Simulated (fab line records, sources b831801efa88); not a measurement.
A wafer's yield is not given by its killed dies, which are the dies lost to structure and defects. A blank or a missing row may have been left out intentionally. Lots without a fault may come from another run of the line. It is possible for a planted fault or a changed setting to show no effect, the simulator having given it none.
fab line records	flow gf180mcu
record lots=24	wafers=72	lastDay=35
route steps=602 shown NWELL@52 MVSD@76 HV_LDD@199 M1@318
lots that met no fault: taken from a fault-free run of the same line
startH: the number of hours between the record's first day and the start of the first shown wafer of the lot	waitH: time in hours since the lot's previous step	" repeats the value in the row above	L1.1+2: a single row standing in for several wafers	- either no value or no given start	* or withheld: withheld	< > ~ a bound
route shown NAME@n: NAME is a module with steps in the file, n the number in the route of the first one	usual: mean and standard deviation over wafers with no fault	same: alike in all rows	chamber/n: place in a boat	sites: per-site readings	_std_site: standard deviation across them	_edge_site: outer sites' mean less inner sites'	radiusMm: for every site, how far away it sits from the centre of the wafer	mask NAME#n: copy n	behind: the last tool/chamber to shape the wafer	hold: cause of the lot's hold/its duration in hours/its outcome	device: the transistor (n, p or np) that didn't switch	end of line: the same wafers' tests at the end of the route	for a step that has no rows: nothing shown but its recipe	killed: the dies lost at the first sort to structure and to defects; this is not the yield of the wafer	map: per-die view of a wafer (x killed, . not killed, _ where there is no die)
set.NAME: the setting that was run; set.NAME@STEP: the one run at that earlier step	model.NAME: the simulator's own value behind a step, which no gauge read
one table for each step of the route and one row for each wafer, over a sample of lots
services: from which hour (startH, from the record's first day; less than 0 if before it) a tool's chamber was out of use, for how many hours, and why
## steps
# step GF_NWELL_STRIP_10
# recipe chemistry=O2/N2	powerW=1400	pressureMtorr=1500	platenTempC=250	o2FlowSccm=3000	n2FlowSccm=300	overashFraction=0.5
# usual drypumpMotorCurrentA=5.8/0.5	heaterPowerW=327/24	oesProductAu=0.722/0.0043	stripTimeToEndpointS=36.92/0.14
lot.wafer	tool	chamber	startH	waitH	drypumpMotorCurrentA	heaterPowerW	oesProductAu	rfHoursCounterH	stripTimeToEndpointS
L074.1	plasmaAsher-03	0	56.91	0.1	5.6	315	0.724	40	36.84
L074.5	"	1	"	"	6.4	299	0.713	-	36.60
L074.6	"	0	"	"	5.6	312	0.719	-	36.79
L075.2	plasmaAsher-04	0	62.75	0.1	5.4	368	0.717	41	36.96
L075.4	"	1	"	"	5.5	374	0.721	-	37.07
L075.6	"	1	"	"	5.6	379	0.728	-	36.88
L076.2	plasmaAsher-01	0	68.77	0.1	5.2	337	0.724	28	36.96
L076.5	"	1	"	"	6.3	322	0.719	-	36.92
L076.6	"	0	"	"	5.2	325	0.718	-	36.98
L077.3	plasmaAsher-03	1	73.29	0.1	6.5	299	0.715	-	36.91
L077.5	"	1	"	"	6.5	294	0.731	-	37.01
L077.6	"	0	"	"	5.6	311	0.726	-	37.03
L078.2	plasmaAsher-03	0	78.21	0.1	5.7	307	0.724	43	37.07
L078.3	"	1	"	"	6.5	299	0.719	-	37.12
L078.4	"	0	"	"	5.7	315	0.724	-	37.16
L079.1	plasmaAsher-03	1	86.00	0.1	6.5	308	0.717	43	37.05
L079.4	"	1	"	"	6.4	304	0.720	-	37.01
L079.5	"	0	"	"	5.6	308	0.728	-	37.01
L080.2	plasmaAsher-01	0	90.00	0.1	5.2	339	0.714	30	36.77
L080.4	"	1	"	"	6.3	331	0.730	-	36.86
L080.5	"	1	"	"	6.3	315	0.721	-	36.93
L081.1	plasmaAsher-01	1	93.47	0.1	6.3	328	0.721	30	36.64
L081.3	"	0	"	"	5.1	336	0.726	-	36.64
L081.6	"	1	"	"	6.3	324	0.711	-	36.61
L082.1	plasmaAsher-01	0	98.55	0.1	5.1	328	0.729	31	36.85
L082.4	"	0	"	"	5.2	347	0.724	-	36.87
L082.6	"	0	"	"	5.1	341	0.726	-	36.94
L083.2	plasmaAsher-04	1	106.41	0.1	5.5	367	0.720	46	36.79
L083.3	"	1	"	"	5.5	373	0.723	-	36.69
L083.6	"	0	"	"	5.5	378	0.726	-	36.67
L084.1	plasmaAsher-03	1	110.06	0.1	6.4	301	0.724	46	36.88
L084.5	"	0	"	"	5.7	306	0.717	-	37.01
L084.6	"	1	"	"	6.4	297	0.719	-	36.84
L085.1	plasmaAsher-01	1	113.86	0.1	6.3	325	0.720	33	37.02
L085.3	"	0	"	"	5.1	337	0.728	-	37.13
L085.6	"	0	"	"	5.2	332	0.722	-	37.04
L086.1	plasmaAsher-01	0	122.77	0.1	5.2	336	0.713	34	37.06
L086.2	"	1	"	"	6.3	329	0.720	34	37.06
L086.3	"	0	"	"	5.2	333	0.725	-	36.97
L087.1	plasmaAsher-01	1	128.12	0.1	6.3	325	0.732	34	36.75
L087.2	"	0	"	"	5.2	339	0.723	34	36.74
L087.4	"	1	"	"	6.3	318	0.723	-	36.80
L088.1	plasmaAsher-03	0	132.06	0.1	5.6	313	0.726	48	37.07
L088.2	"	1	"	"	6.5	309	0.719	48	37.05
L088.6	"	0	"	"	5.6	308	0.722	-	37.05
L089.2	plasmaAsher-03	1	138.21	0.1	6.5	311	0.728	49	37.08
L089.3	"	1	"	"	6.4	294	0.724	-	37.09
L089.5	"	0	"	"	5.6	320	0.723	-	37.17
L090.4	plasmaAsher-03	0	145.11	0.1	5.7	309	0.719	-	37.02
L090.5	"	1	"	"	6.5	290	0.725	-	36.94
L090.6	"	0	"	"	5.6	317	0.728	-	37.14
L091.2	plasmaAsher-03	1	148.26	0.1	6.5	301	0.719	50	37.08
L091.5	"	1	"	"	6.5	309	0.724	-	37.11
L091.6	"	0	"	"	5.6	312	0.724	-	37.02
L092.1	plasmaAsher-03	1	154.20	0.1	6.5	302	0.723	50	36.81
L092.5	"	1	"	"	6.5	300	0.723	-	36.82
L092.6	"	0	"	"	5.6	305	0.711	-	36.97
L093.3	plasmaAsher-04	1	163.14	0.1	5.6	375	0.727	-	36.72
L093.5	"	1	"	"	5.5	380	0.725	-	36.90
L093.6	"	0	"	"	5.5	364	0.720	-	36.74
L094.2	plasmaAsher-01	0	165.90	0.1	5.2	343	0.730	39	36.87
L094.3	"	1	"	"	6.3	321	0.721	-	36.99
L094.5	"	1	"	"	6.3	320	0.722	-	36.96
L095.3	plasmaAsher-01	1	170.44	0.1	6.3	316	0.721	-	36.94
L095.5	"	0	"	"	5.1	334	0.720	-	36.98
L095.6	"	1	"	"	6.3	313	0.720	-	37.02
L096.1	plasmaAsher-04	0	176.10	0.1	5.5	371	0.723	55	36.78
L096.3	"	1	"	"	5.5	366	0.724	-	36.75
L096.4	"	0	"	"	5.4	368	0.726	-	36.75
L097.3	plasmaAsher-01	0	181.95	0.1	5.2	349	0.725	-	36.83
L097.5	"	0	"	"	5.1	334	0.726	-	37.00
L097.6	"	1	"	"	6.3	321	0.722	-	36.99
# step GF_MVSD_STRIP_10
# recipe chemistry=O2/N2	powerW=1400	pressureMtorr=1500	platenTempC=250	o2FlowSccm=3000	n2FlowSccm=300	overashFraction=0.5
# usual drypumpMotorCurrentA=5.9/0.45	heaterPowerW=339/31	oesProductAu=0.722/0.0043	stripTimeToEndpointS=36.92/0.11
lot.wafer	tool	chamber	startH	waitH	drypumpMotorCurrentA	heaterPowerW	oesProductAu	rfHoursCounterH	stripTimeToEndpointS
L074.1	plasmaAsher-03	1	83.47	0.1	6.5	299	0.727	43	36.88
L074.5	"	0	"	"	5.6	310	0.725	-	36.88
L074.6	"	1	"	"	6.5	299	0.719	-	36.82
L075.2	plasmaAsher-01	1	90.46	0.1	6.3	325	0.725	30	37.10
L075.4	"	1	"	"	6.4	309	0.728	-	36.97
L075.6	"	1	"	"	6.3	315	0.722	-	36.96
L076.2	plasmaAsher-02	0	96.16	0.1	5.7	370	0.716	43	36.88
L076.5	"	1	"	"	6.0	366	0.722	-	36.88
L076.6	"	0	"	"	5.8	367	0.721	-	36.93
L077.3	plasmaAsher-02	0	101.21	0.1	5.8	385	0.720	-	36.82
L077.5	"	1	"	"	5.9	372	0.731	-	36.80
L077.6	"	0	"	"	5.8	381	0.719	-	36.87
L078.2	plasmaAsher-01	1	107.11	0.1	6.3	332	0.728	32	36.85
L078.3	"	1	"	"	6.3	317	0.722	-	36.86
L078.4	"	0	"	"	5.1	341	0.721	-	36.82
L079.1	plasmaAsher-03	1	115.02	0.1	6.4	300	0.724	46	36.92
L079.4	"	1	"	"	6.5	303	0.725	-	36.95
L079.5	"	1	"	"	6.5	299	0.728	-	36.95
L080.2	plasmaAsher-02	0	119.25	0.1	5.8	385	0.729	0	37.03
L080.4	"	1	"	"	5.9	385	0.715	-	37.07
L080.5	"	0	"	"	5.8	388	0.724	-	37.01
L081.1	plasmaAsher-03	0	123.10	0.1	5.6	311	0.729	47	36.93
L081.3	"	0	"	"	5.6	309	0.726	-	36.96
L081.6	"	0	"	"	5.6	314	0.721	-	36.84
L082.1	plasmaAsher-01	0	128.76	0.1	5.2	347	0.722	34	36.78
L082.4	"	0	"	"	5.2	336	0.727	-	36.78
L082.6	"	1	"	"	6.3	320	0.726	-	36.78
L083.2	plasmaAsher-03	0	137.21	0.1	5.6	310	0.725	49	36.87
L083.3	"	1	"	"	6.5	302	0.720	-	37.11
L083.6	"	1	"	"	6.5	306	0.714	-	36.90
L084.1	plasmaAsher-03	1	140.47	0.1	6.5	305	0.717	49	36.91
L084.5	"	1	"	"	6.5	315	0.720	-	36.96
L084.6	"	0	"	"	5.6	320	0.725	-	37.05
L085.1	plasmaAsher-02	0	145.31	0.1	5.8	390	0.722	3	37.08
L085.3	"	0	"	"	5.8	387	0.719	-	37.15
L085.6	"	1	"	"	5.9	389	0.734	-	37.18
L086.1	plasmaAsher-01	1	154.56	0.1	6.3	325	0.727	37	37.08
L086.2	"	0	"	"	5.2	342	0.721	37	36.94
L086.3	"	0	"	"	5.2	338	0.728	-	36.98
L087.1	plasmaAsher-03	1	159.97	0.1	6.5	296	0.726	51	37.10
L087.2	"	0	"	"	5.7	305	0.723	51	37.07
L087.4	"	0	"	"	5.7	310	0.718	-	36.96
L088.1	plasmaAsher-01	1	164.65	0.1	6.3	317	0.718	39	36.80
L088.2	"	0	"	"	5.1	345	0.728	39	36.92
L088.6	"	0	"	"	5.1	346	0.716	-	36.89
L089.2	plasmaAsher-01	1	171.11	0.1	6.3	320	0.720	40	37.08
L089.3	"	0	"	"	5.2	342	0.724	-	37.04
L089.5	"	1	"	"	6.3	316	0.722	-	37.03
L090.4	plasmaAsher-02	0	177.69	0.1	5.8	391	0.721	-	36.84
L090.5	"	0	"	"	5.8	381	0.720	-	36.90
L090.6	"	1	"	"	5.9	377	0.723	-	36.90
L091.2	plasmaAsher-02	0	181.57	0.1	5.8	392	0.726	5	36.99
L091.5	"	1	"	"	5.8	389	0.726	-	36.94
L091.6	"	0	"	"	5.8	396	0.724	-	36.99
L092.1	plasmaAsher-01	0	187.77	0.1	5.2	342	0.717	42	36.77
L092.5	"	1	"	"	6.3	318	0.725	-	36.78
L092.6	"	0	"	"	5.2	337	0.724	-	36.79
L093.3	plasmaAsher-03	0	197.84	0.1	5.6	319	0.716	-	36.83
L093.5	"	1	"	"	6.5	304	0.722	-	37.05
L093.6	"	0	"	"	5.6	318	0.726	-	36.88
L094.2	plasmaAsher-01	1	199.91	0.1	6.2	320	0.723	43	36.82
L094.3	"	1	"	"	6.3	326	0.726	-	36.85
L094.5	"	0	"	"	5.1	345	0.722	-	36.96
L095.3	plasmaAsher-01	1	204.08	0.1	6.3	323	0.722	-	36.99
L095.5	"	1	"	"	6.3	317	0.719	-	36.95
L095.6	"	0	"	"	5.2	340	0.722	-	36.95
L096.1	plasmaAsher-02	0	210.76	0.1	5.7	389	0.730	7	36.67
L096.3	"	1	"	"	5.9	386	0.717	-	36.79
L096.4	"	0	"	"	5.8	388	0.719	-	36.73
L097.3	plasmaAsher-01	0	216.65	0.1	5.2	349	0.720	-	36.79
L097.5	"	0	"	"	5.2	341	0.722	-	36.81
L097.6	"	1	"	"	6.3	321	0.719	-	36.85
# step GF_HV_LDD_TW_MEAS_23
# usual HV_LDD_2_TW=1055/11
lot.wafer	tool	chamber	startH	waitH	HV_LDD_2_TW
L074.1	filmMetro-03	-	233.94	0.1	1043
L074.5	"	-	"	"	1042
L074.6	"	-	"	"	1046
L075.2	filmMetro-04	-	245.50	0.1	1047
L075.4	"	-	"	"	1048
L075.6	"	-	"	"	1045
L076.2	filmMetro-04	-	254.08	0.1	1039
L076.5	"	-	"	"	1042
L076.6	"	-	"	"	1047
L077.3	filmMetro-03	-	262.01	0.1	1043
L077.5	"	-	"	"	1042
L077.6	"	-	"	"	1038
L078.2	filmMetro-04	-	267.88	0.1	1048
L078.3	"	-	"	"	1042
L078.4	"	-	"	"	1047
L079.1	filmMetro-01	-	277.82	0.1	1065
L079.4	"	-	"	"	1054
L079.5	"	-	"	"	1064
L080.2	filmMetro-01	-	281.55	0.1	1061
L080.4	"	-	"	"	1061
L080.5	"	-	"	"	1062
L081.1	filmMetro-01	-	289.57	0.1	1071
L081.3	"	-	"	"	1071
L081.6	"	-	"	"	1069
L082.1	filmMetro-04	-	294.77	0.1	1050
L082.4	"	-	"	"	1048
L082.6	"	-	"	"	1046
L083.2	filmMetro-01	-	305.43	0.1	1072
L083.3	"	-	"	"	1069
L083.6	"	-	"	"	1073
L084.1	filmMetro-01	-	312.42	0.1	1065
L084.5	"	-	"	"	1070
L084.6	"	-	"	"	1069
L085.1	filmMetro-04	-	318.04	0.1	1054
L085.3	"	-	"	"	1049
L085.6	"	-	"	"	1053
L086.1	filmMetro-03	-	328.62	0.1	1044
L086.2	"	-	"	"	1044
L086.3	"	-	"	"	1039
L087.1	filmMetro-03	-	333.52	0.1	1037
L087.2	"	-	"	"	1033
L087.4	"	-	"	"	1042
L088.1	filmMetro-01	-	341.62	0.1	1069
L088.2	"	-	"	"	1061
L088.6	"	-	"	"	1069
L089.2	filmMetro-01	-	351.77	0.1	1070
L089.3	"	-	"	"	1067
L089.5	"	-	"	"	1069
L090.4	filmMetro-03	-	358.05	0.1	1044
L090.5	"	-	"	"	1040
L090.6	"	-	"	"	1042
L091.2	filmMetro-03	-	364.20	0.1	1049
L091.5	"	-	"	"	1043
L091.6	"	-	"	"	1042
L092.1	filmMetro-03	-	371.17	0.1	1045
L092.5	"	-	"	"	1046
L092.6	"	-	"	"	1052
L093.3	filmMetro-01	-	384.86	0.1	1065
L093.5	"	-	"	"	1060
L093.6	"	-	"	"	1064
L094.2	filmMetro-04	-	388.48	0.1	1052
L094.3	"	-	"	"	1054
L094.5	"	-	"	"	1055
L095.3	filmMetro-01	-	393.26	0.1	1067
L095.5	"	-	"	"	1061
L095.6	"	-	"	"	1066
L096.1	filmMetro-01	-	405.92	0.1	1068
L096.3	"	-	"	"	1066
L096.4	"	-	"	"	1067
L097.3	filmMetro-01	-	412.37	0.1	1068
L097.5	"	-	"	"	1063
L097.6	"	-	"	"	1062
# step GF_M1_SPUTTER_03
# recipe material=Ti	targetThkNm=10	substrateTempC=300	chamberPressurePa=0.3	powerW=3000	timeS=6.7
# usual chamberPressurePa=0.3000/0.00063	throttleValvePct=29.9/0.89
# same timeS=6.7
lot.wafer	tool	chamber	startH	waitH	chamberPressurePa	throttleValvePct
L074.1	pvdSputter-03	-	363.21	0.0	0.3002	30.3
L074.5	"	-	"	"	0.3010	30.7
L074.6	"	-	"	"	0.3001	30.2
L075.2	pvdSputter-02	-	377.22	0.0	0.2999	28.7
L075.4	"	-	"	"	0.3001	30.5
L075.6	"	-	"	"	0.3002	30.1
L076.2	pvdSputter-03	-	386.85	0.0	0.2995	30.5
L076.5	"	-	"	"	0.2994	28.7
L076.6	"	-	"	"	0.3001	30.9
L077.3	pvdSputter-02	-	396.90	0.0	0.2996	30.6
L077.5	"	-	"	"	0.3000	30.2
L077.6	"	-	"	"	0.3000	30.6
L078.2	pvdSputter-02	-	402.30	0.0	0.3010	30.1
L078.3	"	-	"	"	0.2994	30.8
L078.4	"	-	"	"	0.3000	28.7
L079.1	pvdSputter-02	-	415.78	0.0	0.2992	29.0
L079.4	"	-	"	"	0.3007	30.1
L079.5	"	-	"	"	0.2997	29.0
L080.2	pvdSputter-03	-	420.16	0.0	0.2993	30.3
L080.4	"	-	"	"	0.2998	28.7
L080.5	"	-	"	"	0.3005	30.4
L081.1	pvdSputter-02	-	428.64	0.0	0.3003	29.9
L081.3	"	-	"	"	0.3006	28.9
L081.6	"	-	"	"	0.3000	30.6
L082.1	pvdSputter-04	-	435.23	0.0	0.3001	29.8
L082.4	"	-	"	"	0.3001	29.5
L082.6	"	-	"	"	0.3010	29.8
L083.2	pvdSputter-04	-	447.77	0.0	0.3002	32.0
L083.3	"	-	"	"	0.3010	28.8
L083.6	"	-	"	"	0.2991	31.9
L084.1	pvdSputter-04	-	455.10	0.0	0.3003	28.7
L084.5	"	-	"	"	0.2982	28.7
L084.6	"	-	"	"	0.3004	29.5
L085.1	pvdSputter-04	-	463.39	0.0	0.3001	28.5
L085.3	"	-	"	"	0.3001	32.0
L085.6	"	-	"	"	0.2987	29.6
L086.1	pvdSputter-03	-	475.08	0.0	0.2988	30.3
L086.2	"	-	"	"	0.3001	30.8
L086.3	"	-	"	"	0.3015	28.8
L087.1	pvdSputter-02	-	480.88	0.0	0.3007	28.6
L087.2	"	-	"	"	0.3004	30.1
L087.4	"	-	"	"	0.2999	30.4
L088.1	pvdSputter-04	-	491.35	0.0	0.2995	32.0
L088.2	"	-	"	"	0.3015	29.7
L088.6	"	-	"	"	0.3007	29.9
L089.2	pvdSputter-02	-	501.34	0.0	0.2988	30.8
L089.3	"	-	"	"	0.3004	30.1
L089.5	"	-	"	"	0.2997	30.1
L090.4	pvdSputter-02	-	505.34	0.0	0.2993	30.1
L090.5	"	-	"	"	0.2991	30.5
L090.6	"	-	"	"	0.3003	30.1
L091.2	pvdSputter-04	-	515.98	0.0	0.3004	29.3
L091.5	"	-	"	"	0.2996	29.9
L091.6	"	-	"	"	0.3003	32.5
L092.1	pvdSputter-04	-	520.33	0.0	0.3002	32.4
L092.5	"	-	"	"	0.2996	29.4
L092.6	"	-	"	"	0.2998	29.6
L093.3	pvdSputter-03	-	536.08	0.0	0.2998	28.5
L093.5	"	-	"	"	0.3003	28.7
L093.6	"	-	"	"	0.3005	30.5
L094.2	pvdSputter-03	-	539.48	0.0	0.2993	30.2
L094.3	"	-	"	"	0.3003	29.1
L094.5	"	-	"	"	0.3009	30.6
L095.3	pvdSputter-04	-	545.33	0.0	0.2983	29.7
L095.5	"	-	"	"	0.2989	29.4
L095.6	"	-	"	"	0.3005	28.9
L096.1	pvdSputter-02	-	556.02	0.0	0.2998	30.4
L096.3	"	-	"	"	0.2999	28.8
L096.4	"	-	"	"	0.3003	30.0
L097.3	pvdSputter-02	-	561.82	0.0	0.2987	30.5
L097.5	"	-	"	"	0.2991	28.9
L097.6	"	-	"	"	0.3011	30.4
# step GF_M1_SPUTTER_04
# recipe material=TiN	targetThkNm=50	powerW=6500	timeS=41.7	chamberPressurePa=0.4
# usual chamberPressurePa=0.4000/0.00089	throttleValvePct=29.9/0.9
# same timeS=41.7
lot.wafer	tool	chamber	startH	waitH	chamberPressurePa	throttleValvePct
L074.1	pvdSputter-03	-	363.23	0.0	0.3996	30.3
L074.5	"	-	"	"	0.3988	30.8
L074.6	"	-	"	"	0.3999	30.4
L075.2	pvdSputter-02	-	377.24	0.0	0.4004	28.7
L075.4	"	-	"	"	0.3998	30.5
L075.6	"	-	"	"	0.3986	30.3
L076.2	pvdSputter-03	-	386.87	0.0	0.3992	31.0
L076.5	"	-	"	"	0.4001	28.8
L076.6	"	-	"	"	0.4004	30.6
L077.3	pvdSputter-02	-	396.92	0.0	0.3999	30.5
L077.5	"	-	"	"	0.3994	30.1
L077.6	"	-	"	"	0.3998	30.5
L078.2	pvdSputter-02	-	402.32	0.0	0.4006	29.8
L078.3	"	-	"	"	0.4012	30.5
L078.4	"	-	"	"	0.4004	28.8
L079.1	pvdSputter-02	-	415.80	0.0	0.4000	28.6
L079.4	"	-	"	"	0.3993	30.0
L079.5	"	-	"	"	0.4001	29.0
L080.2	pvdSputter-03	-	420.18	0.0	0.4019	30.3
L080.4	"	-	"	"	0.3991	28.6
L080.5	"	-	"	"	0.4012	30.5
L081.1	pvdSputter-02	-	428.66	0.0	0.4016	29.8
L081.3	"	-	"	"	0.4011	28.9
L081.6	"	-	"	"	0.3990	30.4
L082.1	pvdSputter-04	-	435.25	0.0	0.4003	29.9
L082.4	"	-	"	"	0.3997	29.4
L082.6	"	-	"	"	0.3990	29.7
L083.2	pvdSputter-04	-	447.79	0.0	0.4017	32.0
L083.3	"	-	"	"	0.4008	28.7
L083.6	"	-	"	"	0.4021	32.1
L084.1	pvdSputter-04	-	455.12	0.0	0.4004	28.7
L084.5	"	-	"	"	0.3992	28.7
L084.6	"	-	"	"	0.4001	29.4
L085.1	pvdSputter-04	-	463.41	0.0	0.4006	28.5
L085.3	"	-	"	"	0.3998	31.9
L085.6	"	-	"	"	0.4003	29.5
L086.1	pvdSputter-03	-	475.10	0.0	0.4015	30.3
L086.2	"	-	"	"	0.4003	30.9
L086.3	"	-	"	"	0.4006	28.6
L087.1	pvdSputter-02	-	480.90	0.0	0.3995	29.1
L087.2	"	-	"	"	0.3988	29.9
L087.4	"	-	"	"	0.3993	30.5
L088.1	pvdSputter-04	-	491.37	0.0	0.4005	32.1
L088.2	"	-	"	"	0.3991	29.8
L088.6	"	-	"	"	0.3988	29.7
L089.2	pvdSputter-02	-	501.36	0.0	0.4000	30.6
L089.3	"	-	"	"	0.3984	30.0
L089.5	"	-	"	"	0.3998	29.7
L090.4	pvdSputter-02	-	505.36	0.0	0.3988	29.7
L090.5	"	-	"	"	0.4007	30.4
L090.6	"	-	"	"	0.3999	29.8
L091.2	pvdSputter-04	-	516.00	0.0	0.4018	29.6
L091.5	"	-	"	"	0.3989	29.9
L091.6	"	-	"	"	0.3987	31.8
L092.1	pvdSputter-04	-	520.35	0.0	0.3991	32.1
L092.5	"	-	"	"	0.4004	29.3
L092.6	"	-	"	"	0.4005	29.6
L093.3	pvdSputter-03	-	536.10	0.0	0.4003	28.4
L093.5	"	-	"	"	0.4004	28.6
L093.6	"	-	"	"	0.4014	30.8
L094.2	pvdSputter-03	-	539.50	0.0	0.3991	30.7
L094.3	"	-	"	"	0.3995	29.0
L094.5	"	-	"	"	0.4007	31.3
L095.3	pvdSputter-04	-	545.35	0.0	0.3992	29.3
L095.5	"	-	"	"	0.4004	29.4
L095.6	"	-	"	"	0.3984	28.9
L096.1	pvdSputter-02	-	556.04	0.0	0.4010	30.6
L096.3	"	-	"	"	0.3988	28.7
L096.4	"	-	"	"	0.4001	30.1
L097.3	pvdSputter-02	-	561.84	0.0	0.3992	30.8
L097.5	"	-	"	"	0.4000	28.9
L097.6	"	-	"	"	0.3999	30.6
# step GF_M1_CD_MEAS_14
# recipe targetCdNm=230
# usual cdNm=230.0/1.2
lot.wafer	tool	chamber	startH	waitH	cdNm
L074.1	cdSem-02	-	385.38	0.1	230.9
L074.5	"	-	"	"	231.4
L074.6	"	-	"	"	229.7
L075.2	cdSem-02	-	399.55	0.1	229.9
L075.4	"	-	"	"	230.5
L075.6	"	-	"	"	229.5
L076.2	cdSem-01	-	409.68	0.1	228.3
L076.5	"	-	"	"	227.3
L076.6	"	-	"	"	228.8
L077.3	cdSem-02	-	420.06	0.1	229.6
L077.5	"	-	"	"	229.8
L077.6	"	-	"	"	229.9
L078.2	cdSem-01	-	426.43	0.1	230.0
L078.3	"	-	"	"	231.8
L078.4	"	-	"	"	231.8
L079.1	cdSem-01	-	440.52	0.1	228.9
L079.4	"	-	"	"	229.8
L079.5	"	-	"	"	229.3
L080.2	cdSem-01	-	444.45	0.1	229.2
L080.4	"	-	"	"	228.3
L080.5	"	-	"	"	229.2
L081.1	cdSem-01	-	453.28	0.1	229.9
L081.3	"	-	"	"	229.1
L081.6	"	-	"	"	229.1
L082.1	cdSem-01	-	459.52	0.1	229.2
L082.4	"	-	"	"	228.2
L082.6	"	-	"	"	228.7
L083.2	cdSem-02	-	471.63	0.1	229.5
L083.3	"	-	"	"	229.6
L083.6	"	-	"	"	229.4
L084.1	cdSem-01	-	479.77	0.1	229.8
L084.5	"	-	"	"	230.5
L084.6	"	-	"	"	229.7
L085.1	cdSem-02	-	498.71	0.1	230.7
L085.3	"	-	"	"	231.2
L085.6	"	-	"	"	230.6
L086.1	cdSem-01	-	499.36	0.1	230.2
L086.2	"	-	"	"	229.5
L086.3	"	-	"	"	230.6
L087.1	cdSem-02	-	504.56	0.1	230.4
L087.2	"	-	"	"	229.1
L087.4	"	-	"	"	230.3
L088.1	cdSem-02	-	515.13	0.1	229.8
L088.2	"	-	"	"	229.3
L088.6	"	-	"	"	228.7
L089.2	cdSem-01	-	524.69	0.1	233.2
L089.3	"	-	"	"	232.4
L089.5	"	-	"	"	231.2
L090.4	cdSem-02	-	528.12	0.2	231.8
L090.5	"	-	"	"	230.9
L090.6	"	-	"	"	231.3
L091.2	cdSem-02	-	538.84	0.1	230.6
L091.5	"	-	"	"	229.3
L091.6	"	-	"	"	229.7
L092.1	cdSem-02	-	543.31	0.1	231.0
L092.5	"	-	"	"	229.7
L092.6	"	-	"	"	229.8
L093.3	cdSem-01	-	558.45	0.1	231.9
L093.5	"	-	"	"	229.9
L093.6	"	-	"	"	229.7
L094.2	cdSem-01	-	561.53	0.1	229.2
L094.3	"	-	"	"	230.5
L094.5	"	-	"	"	231.0
L095.3	cdSem-01	-	567.22	0.1	228.3
L095.5	"	-	"	"	231.3
L095.6	"	-	"	"	228.9
L096.1	cdSem-01	-	577.51	0.1	227.9
L096.3	"	-	"	"	229.3
L096.4	"	-	"	"	228.6
L097.3	cdSem-01	-	583.57	0.1	228.3
L097.5	"	-	"	"	228.6
L097.6	"	-	"	"	228.0
## services
tool	chamber	startH	hours	kind
pvdSputter-03	-	41.50	2.7	repair
pvdSputter-03	-	55.10	1.5	repair
pvdSputter-04	-	68.20	6.7	repair
plasmaAsher-01	-	88.12	1.4	repair
plasmaAsher-01	-	102.62	1.5	repair
plasmaAsher-02	-	108.75	9.0	pm
plasmaAsher-03	-	162.95	15.6	pm
plasmaAsher-03	-	213.00	0.5	repair
plasmaAsher-01	-	215.72	0.8	repair
pvdSputter-04	-	226.16	0.6	repair
pvdSputter-02	-	236.00	2.7	repair
pvdSputter-04	-	244.22	4.2	repair
plasmaAsher-03	-	250.54	2.8	pm
pvdSputter-04	-	266.64	3.6	repair
plasmaAsher-03	-	268.39	1.9	repair
pvdSputter-03	-	305.22	1.5	repair
pvdSputter-02	-	309.75	1.3	repair
plasmaAsher-03	-	343.21	2.5	repair
plasmaAsher-03	-	421.25	9.0	pm
pvdSputter-02	-	439.40	1.9	repair
pvdSputter-02	-	511.22	4.6	repair
plasmaAsher-03	-	518.90	3.8	repair
pvdSputter-02	-	531.26	12.1	repair
plasmaAsher-03	-	543.58	2.0	repair
## key
fault none
